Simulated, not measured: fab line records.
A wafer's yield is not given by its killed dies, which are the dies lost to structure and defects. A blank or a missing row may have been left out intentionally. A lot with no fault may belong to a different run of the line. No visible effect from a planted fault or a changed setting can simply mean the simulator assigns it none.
fab line records / flow sky130
record: lots: 5 wafers: 15 lastDay: 48
route steps=708 shown FIELD_ISO@2 PAD_OPEN@708
lots with no fault: from the same line, run without faults
startH: hours from the record's first day to the start of the lot's first wafer shown / waitH: time in hours since the lot's previous step / " unchanged from the row above / L1.1+2: a row that stands for several wafers / - no value, or no start given / * or withheld: withheld / < > ~ a bound
route shown NAME@n: NAME is a module with steps in the file, n the number in the route of the first one / usual: the fault-free wafers' mean and standard deviation / same: alike in all rows / chamber/n: place in a boat / sites: the reading at each site / _std_site: standard deviation of those values / _edge_site: the outer-site mean with the inner-site mean subtracted / radiusMm: how far each site lies from the wafer's centre / mask NAME#n: copy n / behind: the tool/chamber that last shaped the wafer / hold: why the lot went on hold/how many hours it stayed there/how the hold came to an end / device: whichever transistor did not switch (one of n, p or np) / end of line: the same wafers' tests at the end of the route / step lacking rows: just its recipe / killed: not the wafer's yield, but the dies lost to structure and defects at the first sort / map: shows each die of a wafer: x if killed, . if not, _ if none is there
set.NAME: the setting as run; set.NAME@STEP: as run at that earlier step / model.NAME: the simulator's own value behind a step, which no gauge read
certain route steps with their lots: each step a table, each wafer a row
services: the hour from which a tool's chamber was out of use, counted from the record's first day as startH (under 0 if before that day), plus the number of hours and why
== steps ==
step: SKY_FIELD_ISO_OXIDATION_01
recipe: tempC: 900 ambient: O2 stabiliseS: 600 purgeS: 300 targetThkA: 120 oxTimeS: 1843
usual: oxTempCMax: 906.4/1.4 oxTimeS: 1843/0 spikeTcBottomC: 920.0/1.2 spikeTcCentreC: 900.9/0.97 zonePowerCentrePct: 20.99/0.22 zonePowerUpperPct: 19.6/1.5
lot.wafer=L801.3 tool=furnace-02 chamber=0 startH=27.29 waitH=2.2 oxTempCMax=907.7 oxTimeS=1843 spikeTcBottomC=920.0 spikeTcCentreC=900.7 zonePowerCentrePct=20.95 zonePowerUpperPct=20.8 model.SiO2_of_FIELD_ISO_OXIDATION_01.thkNm=12.41
lot.wafer=L801.4 tool=furnace-02 chamber=0 startH=27.29 waitH=2.2 oxTempCMax=905.1 oxTimeS=1843 spikeTcBottomC=919.9 spikeTcCentreC=901.3 zonePowerCentrePct=21.31 zonePowerUpperPct=20.5 model.SiO2_of_FIELD_ISO_OXIDATION_01.thkNm=12.25
lot.wafer=L801.6 tool=furnace-02 chamber=0 startH=27.29 waitH=2.2 oxTempCMax=909.2 oxTimeS=1843 spikeTcBottomC=921.8 spikeTcCentreC=900.8 zonePowerCentrePct=20.81 zonePowerUpperPct=20.8 model.SiO2_of_FIELD_ISO_OXIDATION_01.thkNm=12.36
lot.wafer=L804.4 tool=furnace-02 chamber=0 startH=46.55 waitH=6.5 oxTempCMax=906.7 oxTimeS=2211.6 spikeTcBottomC=919.6 spikeTcCentreC=902.4 zonePowerCentrePct=21.06 zonePowerUpperPct=20.8 model.SiO2_of_FIELD_ISO_OXIDATION_01.thkNm=14.08
lot.wafer=L804.5 tool=furnace-02 chamber=0 startH=46.55 waitH=6.5 oxTempCMax=907.1 oxTimeS=2211.6 spikeTcBottomC=920.9 spikeTcCentreC=903.5 zonePowerCentrePct=21.05 zonePowerUpperPct=20.5 model.SiO2_of_FIELD_ISO_OXIDATION_01.thkNm=14.01
lot.wafer=L804.6 tool=furnace-02 chamber=0 startH=46.55 waitH=6.5 oxTempCMax=907.5 oxTimeS=2211.6 spikeTcBottomC=918.6 spikeTcCentreC=902.3 zonePowerCentrePct=21.02 zonePowerUpperPct=20.5 model.SiO2_of_FIELD_ISO_OXIDATION_01.thkNm=14.01
lot.wafer=L805.1 tool=furnace-02 chamber=0 startH=46.55 waitH=1.5 oxTempCMax=907.7 oxTimeS=2211.6 spikeTcBottomC=920.3 spikeTcCentreC=900.4 zonePowerCentrePct=21.20 zonePowerUpperPct=20.3 model.SiO2_of_FIELD_ISO_OXIDATION_01.thkNm=13.7
lot.wafer=L805.5 tool=furnace-02 chamber=0 startH=46.55 waitH=1.5 oxTempCMax=904.9 oxTimeS=2211.6 spikeTcBottomC=922.7 spikeTcCentreC=899.8 zonePowerCentrePct=21.21 zonePowerUpperPct=20.9 model.SiO2_of_FIELD_ISO_OXIDATION_01.thkNm=13.6
lot.wafer=L805.6 tool=furnace-02 chamber=0 startH=46.55 waitH=1.5 oxTempCMax=907.1 oxTimeS=2211.6 spikeTcBottomC=919.5 spikeTcCentreC=900.6 zonePowerCentrePct=20.87 zonePowerUpperPct=20.6 model.SiO2_of_FIELD_ISO_OXIDATION_01.thkNm=13.6
lot.wafer=L806.3 tool=furnace-02 chamber=0 startH=53.91 waitH=3.8 oxTempCMax=904.2 oxTimeS=2211.6 spikeTcBottomC=920.1 spikeTcCentreC=901.0 zonePowerCentrePct=20.99 zonePowerUpperPct=20.5 model.SiO2_of_FIELD_ISO_OXIDATION_01.thkNm=14.03
lot.wafer=L806.4 tool=furnace-02 chamber=0 startH=53.91 waitH=3.8 oxTempCMax=906.0 oxTimeS=2211.6 spikeTcBottomC=919.9 spikeTcCentreC=900.4 zonePowerCentrePct=20.97 zonePowerUpperPct=20.6 model.SiO2_of_FIELD_ISO_OXIDATION_01.thkNm=14.15
lot.wafer=L806.6 tool=furnace-02 chamber=0 startH=53.91 waitH=3.8 oxTempCMax=907.4 oxTimeS=2211.6 spikeTcBottomC=921.7 spikeTcCentreC=900.7 zonePowerCentrePct=20.52 zonePowerUpperPct=20.9 model.SiO2_of_FIELD_ISO_OXIDATION_01.thkNm=13.92
lot.wafer=L810.3 tool=furnace-01 chamber=0 startH=70.72 waitH=0.7 oxTempCMax=905.9 oxTimeS=1843 spikeTcBottomC=917.8 spikeTcCentreC=900.5 zonePowerCentrePct=20.82 zonePowerUpperPct=17.5 model.SiO2_of_FIELD_ISO_OXIDATION_01.thkNm=11.63
lot.wafer=L810.4 tool=furnace-01 chamber=0 startH=70.72 waitH=0.7 oxTempCMax=904.1 oxTimeS=1843 spikeTcBottomC=918.3 spikeTcCentreC=900.3 zonePowerCentrePct=21.08 zonePowerUpperPct=17.7 model.SiO2_of_FIELD_ISO_OXIDATION_01.thkNm=11.89
lot.wafer=L810.5 tool=furnace-01 chamber=0 startH=70.72 waitH=0.7 oxTempCMax=905.7 oxTimeS=1843 spikeTcBottomC=918.6 spikeTcCentreC=900.0 zonePowerCentrePct=20.84 zonePowerUpperPct=17.8 model.SiO2_of_FIELD_ISO_OXIDATION_01.thkNm=11.81
step: SKY_FIELD_ISO_THK_MEAS_02
recipe: reads: SiO2_of_FIELD_ISO_OXIDATION_01
usual: FIELD_ISO_OXIDATION_00_THK: 12.09/0.21
lot.wafer=L801.3 tool=filmMetro-02 chamber=- startH=28.82 waitH=0.0 FIELD_ISO_OXIDATION_00_THK[nm]=12.42
lot.wafer=L801.4 tool=filmMetro-02 chamber=- startH=28.82 waitH=0.0 FIELD_ISO_OXIDATION_00_THK[nm]=12.27
lot.wafer=L801.6 tool=filmMetro-02 chamber=- startH=28.82 waitH=0.0 FIELD_ISO_OXIDATION_00_THK[nm]=12.39
lot.wafer=L805.1 tool=filmMetro-04 chamber=- startH=48.06 waitH=0.0 FIELD_ISO_OXIDATION_00_THK[nm]=13.69
lot.wafer=L805.5 tool=filmMetro-04 chamber=- startH=48.06 waitH=0.0 FIELD_ISO_OXIDATION_00_THK[nm]=13.63
lot.wafer=L805.6 tool=filmMetro-04 chamber=- startH=48.06 waitH=0.0 FIELD_ISO_OXIDATION_00_THK[nm]=13.64
lot.wafer=L804.4 tool=filmMetro-01 chamber=- startH=48.09 waitH=0.0 FIELD_ISO_OXIDATION_00_THK[nm]=14.10
lot.wafer=L804.5 tool=filmMetro-01 chamber=- startH=48.09 waitH=0.0 FIELD_ISO_OXIDATION_00_THK[nm]=14.03
lot.wafer=L804.6 tool=filmMetro-01 chamber=- startH=48.09 waitH=0.0 FIELD_ISO_OXIDATION_00_THK[nm]=14.02
lot.wafer=L806.3 tool=filmMetro-02 chamber=- startH=55.44 waitH=0.0 FIELD_ISO_OXIDATION_00_THK[nm]=14.04
lot.wafer=L806.4 tool=filmMetro-02 chamber=- startH=55.44 waitH=0.0 FIELD_ISO_OXIDATION_00_THK[nm]=14.10
lot.wafer=L806.6 tool=filmMetro-02 chamber=- startH=55.44 waitH=0.0 FIELD_ISO_OXIDATION_00_THK[nm]=13.92
lot.wafer=L810.3 tool=filmMetro-02 chamber=- startH=72.25 waitH=0.0 FIELD_ISO_OXIDATION_00_THK[nm]=11.58
lot.wafer=L810.4 tool=filmMetro-02 chamber=- startH=72.25 waitH=0.0 FIELD_ISO_OXIDATION_00_THK[nm]=11.85
lot.wafer=L810.5 tool=filmMetro-02 chamber=- startH=72.25 waitH=0.0 FIELD_ISO_OXIDATION_00_THK[nm]=11.79
step: SKY_FIELD_ISO_CVD_03
recipe: material: Si3N4 precursor: DCS/NH3 targetThkNm: 165 tempC: 770 timeS: 2830 pressureMtorr: 250
step: SKY_FIELD_ISO_DEHYDRATE_05
recipe: tempC: 200 timeS: 60
step: SKY_FIELD_ISO_HMDS_06
recipe: primeTimeS: 60 primeTempC: 120
step: SKY_FIELD_ISO_COAT_07
recipe: resist: BARC tempC: withheld timeS: withheld spinRpm: 3000 resistThkNm: 60
step: SKY_FIELD_ISO_COAT_08
recipe: resist: KrF-thick spinRpm: 3000 resistThkNm: 450
step: SKY_FIELD_ISO_SOFTBAKE_09
recipe: tempC: 100 timeS: 90 resist: KrF-thick
step: SKY_FIELD_ISO_EXPOSE_10
recipe: maskId: FOM na: 0.68 sourceShape: annular sigmaInner: 0.4 sigmaOuter: 0.8 targetCdNm: 150 doseMj: 28
step: SKY_FIELD_ISO_PEB_11
recipe: pebTempC: withheld pebTimeS: withheld resist: KrF-thick
step: SKY_FIELD_ISO_DEVELOP_12
recipe: developTimeS: 60 resist: KrF-thick devTempC: 21
step: SKY_FIELD_ISO_ETCH_14
recipe: chemistry: N2/H2 target: BARC ionEnergyEv: 200 sourceW: 500 biasW: 100 pressureMtorr: 30 n2FlowSccm: 100 h2FlowSccm: 200 stopOn: SiO2 timeS: 45.9 targetDepthA: 600
step: SKY_FIELD_ISO_ETCH_15
recipe: chemistry: CHF3/O2 targetDepthNm: 180 stopOn: Si sourceW: 600 biasW: 200 pressureMtorr: 40 chf3FlowSccm: 50 O2_flow_sccm: 5 timeS: 72
step: SKY_FIELD_ISO_STRIP_16
recipe: chemistry: O2/N2 powerW: 1400 pressureMtorr: 1500 platenTempC: withheld o2FlowSccm: 3000 n2FlowSccm: 300 overashFraction: 0.5
step: SKY_FIELD_ISO_ETCH_17
recipe: targetDepthA: 3420 maskMaterial: Si3N4 chemistry: HBr/Cl2/O2 target: Si taperDeg: 5 icpW: 600 biasW: 150 pressureMtorr: 15 HBr_flow_sccm: 150 Cl2_flow_sccm: 40 O2_flow_sccm: 6 timeS: 97.7
step: SKY_FIELD_ISO_WET_ETCH_18
recipe: chemistry: H3PO4 targetDepthNm: 25 tempC: 160 target: Si3N4 timeS: 286
step: SKY_FIELD_ISO_CLEAN_19
recipe: chemistry: SC1/SC2 mix: 1:4:20 tempC: 70 timeS: 150
step: SKY_FIELD_ISO_CLEAN_20
recipe: chemistry: dHF timeS: 20 dilution: 100:1
step: SKY_FIELD_ISO_WET_ETCH_21
recipe: chemistry: dHF dilution: 100:1 targetDepthNm: 20 dry: ipaMarangoni target: SiO2 tempC: 25 timeS: 400
step: SKY_FIELD_ISO_OXIDATION_22
recipe: tempC: 950 ambient: O2 stabiliseS: 600 purgeS: 300 targetThkA: 100 oxTimeS: 623
step: SKY_FIELD_ISO_CVD_24
recipe: material: SiO2 targetThkNm: 595 tempC: 650 sigmaOpenFrac: 0.3 timeS: 99.2 sih4FlowSccm: 60 pressureMtorr: 6
step: SKY_FIELD_ISO_ANNEAL_26
recipe: tempC: 1000 timeS: 1800 ambient: N2
step: SKY_FIELD_ISO_CMP_27
recipe: stopOn: Si3N4 tOverpolishS: 16 downForcePsi: 4 platenRpm: 60 targetThkNm: 457.8 padVelocityMS: 0.94248
step: SKY_FIELD_ISO_WET_ETCH_28
recipe: chemistry: dHF targetDepthNm: 23.7 target: SiO2 dilution: 10:1 tempC: 25 timeS: 47
step: SKY_FIELD_ISO_WET_ETCH_29
recipe: chemistry: H3PO4 targetDepthNm: 160 target: Si3N4 tempC: 160 timeS: 1825
usual: bathHeatDutyPct: 27/3.3
lot.wafer=L801.3 tool=wetBench-01 chamber=2 startH=51.83 waitH=0.0 bathHeatDutyPct=26 model.SiO2_of_FIELD_ISO_OXIDATION_01.thkNm=12.09
lot.wafer=L801.4 tool=wetBench-01 chamber=2 startH=51.83 waitH=0.0 bathHeatDutyPct=28 model.SiO2_of_FIELD_ISO_OXIDATION_01.thkNm=11.93
lot.wafer=L801.6 tool=wetBench-01 chamber=2 startH=51.83 waitH=0.0 bathHeatDutyPct=28 model.SiO2_of_FIELD_ISO_OXIDATION_01.thkNm=12.03
lot.wafer=L804.4 tool=wetBench-01 chamber=1 startH=70.62 waitH=0.0 bathHeatDutyPct=30 model.SiO2_of_FIELD_ISO_OXIDATION_01.thkNm=13.77
lot.wafer=L804.5 tool=wetBench-01 chamber=1 startH=70.62 waitH=0.0 bathHeatDutyPct=29 model.SiO2_of_FIELD_ISO_OXIDATION_01.thkNm=13.7
lot.wafer=L804.6 tool=wetBench-01 chamber=1 startH=70.62 waitH=0.0 bathHeatDutyPct=29 model.SiO2_of_FIELD_ISO_OXIDATION_01.thkNm=13.7
lot.wafer=L805.1 tool=wetBench-02 chamber=3 startH=72.12 waitH=0.0 bathHeatDutyPct=24 model.SiO2_of_FIELD_ISO_OXIDATION_01.thkNm=13.37
lot.wafer=L805.5 tool=wetBench-02 chamber=3 startH=72.12 waitH=0.0 bathHeatDutyPct=25 model.SiO2_of_FIELD_ISO_OXIDATION_01.thkNm=13.27
lot.wafer=L805.6 tool=wetBench-02 chamber=3 startH=72.12 waitH=0.0 bathHeatDutyPct=25 model.SiO2_of_FIELD_ISO_OXIDATION_01.thkNm=13.28
lot.wafer=L806.3 tool=wetBench-02 chamber=3 startH=79.09 waitH=0.0 bathHeatDutyPct=25 model.SiO2_of_FIELD_ISO_OXIDATION_01.thkNm=13.71
lot.wafer=L806.4 tool=wetBench-02 chamber=3 startH=79.09 waitH=0.0 bathHeatDutyPct=22 model.SiO2_of_FIELD_ISO_OXIDATION_01.thkNm=13.83
lot.wafer=L806.6 tool=wetBench-02 chamber=3 startH=79.09 waitH=0.0 bathHeatDutyPct=23 model.SiO2_of_FIELD_ISO_OXIDATION_01.thkNm=13.59
lot.wafer=L810.3 tool=wetBench-03 chamber=1 startH=100.62 waitH=0.0 bathHeatDutyPct=22 model.SiO2_of_FIELD_ISO_OXIDATION_01.thkNm=11.31
lot.wafer=L810.4 tool=wetBench-03 chamber=1 startH=100.62 waitH=0.0 bathHeatDutyPct=19 model.SiO2_of_FIELD_ISO_OXIDATION_01.thkNm=11.57
lot.wafer=L810.5 tool=wetBench-03 chamber=1 startH=100.62 waitH=0.0 bathHeatDutyPct=22 model.SiO2_of_FIELD_ISO_OXIDATION_01.thkNm=11.49
step: SKY_FIELD_ISO_WET_ETCH_30
recipe: chemistry: dHF targetDepthNm: 25 target: SiO2 dilution: 10:1 tempC: 25 timeS: 50
step: SKY_PAD_OPEN_PROBE_99
usual: killed_at_M0_to_M3: 44/7.4 killed_at_M4_up: 3.0/1.6 killedAtContacts: 24/5 killedAtFrontEnd: 15/4.6 killedAtOther: 0.4/0.65 killedDies: 86/9.6 killedOpen: 48/7.4 killedShort: 38/6.9
same: grossDies: 492 killedAtBackSide: 0
lot.wafer=L801.3 tool=prober-01 chamber=- startH=1100.01 waitH=0.2 killed_at_M0_to_M3=42 killed_at_M4_up=3 killedAtContacts=28 killedAtFrontEnd=9 killedAtOther=2 killedDies=84 killedOpen=50 killedShort=33
lot.wafer=L801.4 tool=prober-01 chamber=- startH=1100.06 waitH=0.2 killed_at_M0_to_M3=40 killed_at_M4_up=2 killedAtContacts=25 killedAtFrontEnd=17 killedAtOther=0 killedDies=84 killedOpen=47 killedShort=37
lot.wafer=L801.6 tool=prober-01 chamber=- startH=1100.16 waitH=0.2 killed_at_M0_to_M3=50 killed_at_M4_up=3 killedAtContacts=24 killedAtFrontEnd=16 killedAtOther=0 killedDies=93 killedOpen=55 killedShort=38
lot.wafer=L806.3 tool=prober-01 chamber=- startH=1123.87 waitH=0.2 killed_at_M0_to_M3=52 killed_at_M4_up=3 killedAtContacts=29 killedAtFrontEnd=22 killedAtOther=2 killedDies=108 killedOpen=57 killedShort=50
lot.wafer=L806.4 tool=prober-01 chamber=- startH=1123.92 waitH=0.2 killed_at_M0_to_M3=38 killed_at_M4_up=3 killedAtContacts=25 killedAtFrontEnd=29 killedAtOther=0 killedDies=95 killedOpen=48 killedShort=47
lot.wafer=L806.6 tool=prober-01 chamber=- startH=1124.02 waitH=0.2 killed_at_M0_to_M3=33 killed_at_M4_up=3 killedAtContacts=24 killedAtFrontEnd=19 killedAtOther=1 killedDies=80 killedOpen=45 killedShort=35
lot.wafer=L810.5 tool=prober-01 chamber=- startH=1146.11 waitH=0.2 killed_at_M0_to_M3=53 killed_at_M4_up=3 killedAtContacts=10 killedAtFrontEnd=11 killedAtOther=1 killedDies=78 killedOpen=46 killedShort=31
killed by level:class
L801.3 LI_CONTACT:geometricParticle:open=13 VIA1:geometricParticle:open=13 CONTACT:geometricParticle:short=7 VIA3:geometricParticle:open=7 CONTACT:geometricParticle:open=5 METAL3:geometricParticle:short=4 FIELD_ISO:geometricParticle:open=3 METAL2:geometricParticle:short=3
L801.4 LI_CONTACT:geometricParticle:open=10 CONTACT:geometricParticle:open=9 VIA1:geometricParticle:open=8 POLY_GATE:geometricParticle:short=6 VIA3:geometricParticle:open=6 FIELD_ISO:geometricParticle:open=5 VIA3:geometricParticle:short=5 METAL3:geometricParticle:short=5
L801.6 VIA2:geometricParticle:open=14 VIA3:geometricParticle:open=10 LI_CONTACT:geometricParticle:open=8 CONTACT:geometricParticle:open=8 FIELD_ISO:geometricParticle:open=6 METAL1:geometricParticle:short=6 VIA1:geometricParticle:open=5 VIA1:geometricParticle:short=5
L806.3 VIA1:geometricParticle:open=14 LI_CONTACT:geometricParticle:open=10 FIELD_ISO:geometricParticle:open=9 VIA1:geometricParticle:short=9 LOCAL_INTERCONNECT:geometricParticle:short=6 CONTACT:geometricParticle:short=6 CONTACT:geometricParticle:open=6 FIELD_ISO:geometricParticle:short=5
L806.4 VIA1:geometricParticle:open=10 CONTACT:geometricParticle:open=9 POLY_GATE:geometricParticle:short=9 FIELD_ISO:geometricParticle:open=7 FIELD_ISO:geometricParticle:short=7 LI_CONTACT:geometricParticle:open=6 METAL1:geometricParticle:short=5 METAL2:geometricParticle:short=5
L806.6 CONTACT:geometricParticle:open=8 FIELD_ISO:geometricParticle:open=7 VIA1:geometricParticle:open=6 FIELD_ISO:geometricParticle:short=5 LI_CONTACT:geometricParticle:open=5 VIA3:geometricParticle:open=5 METAL1:geometricParticle:short=5 LI_CONTACT:geometricParticle:short=4
L810.5 VIA1:geometricParticle:open=13 VIA2:geometricParticle:open=8 VIA3:geometricParticle:open=6 FIELD_ISO:geometricParticle:open=5 CONTACT:geometricParticle:open=5 VIA1:geometricParticle:short=5 FIELD_ISO:geometricParticle:short=4 VIA3:geometricParticle:short=4
== services ==
tool=furnace-01 chamber=- startH=24.84 hours=14.9 kind=pm
tool=furnace-01 chamber=- startH=39.70 hours=4.7 kind=pm
tool=wetBench-01 chamber=- startH=44.62 hours=2.2 kind=repair
tool=furnace-02 chamber=- startH=48.06 hours=4.6 kind=pm
tool=furnace-01 chamber=- startH=75.11 hours=3.6 kind=pm
tool=furnace-01 chamber=- startH=89.72 hours=3.0 kind=pm
tool=wetBench-02 chamber=- startH=93.59 hours=10.2 kind=repair
== key ==
firstSign: step: SKY_FIELD_ISO_OXIDATION_01 reading: oxTimeS direction: up sigmas: 99+ usual: * struck: *
effect: step: SKY_FIELD_ISO_THK_MEAS_02 reading: FIELD_ISO_OXIDATION_00_THK direction: up sigmas: 8.5 usual: 12.09 struck: 13.91
modelEffect: step: SKY_FIELD_ISO_OXIDATION_01 value: SiO2_of_FIELD_ISO_OXIDATION_01.thkNm without: 12.3 struck: 13.9
modelEffect: step: SKY_FIELD_ISO_WET_ETCH_29 value: SiO2_of_FIELD_ISO_OXIDATION_01.thkNm without: 11.98 struck: 13.58
metAt SKY_FIELD_ISO_OXIDATION_01
struckWafers L804.4,L804.5,L804.6,L805.1,L805.5,L805.6,L806.3,L806.4,L806.6
testerLeftOut L804,L805,L806
onsetBetween 27.29 46.55
fault: kind: processParameterDrift tool: furnace-02 chamber: - onsetH: 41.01 steps: SKY_FIELD_ISO_OXIDATION_01 channel: oxTimeS offset: * shape: step endH: 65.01 actsIn: * stated: *
testerLeftOut: of these lots the tester's yield and bins aren't shown, on N5 and GAA mostly nor the transistor test; their killed dies are dies lost to structure and defects alone, not to doping, threshold or leakage, so they don't give the yield
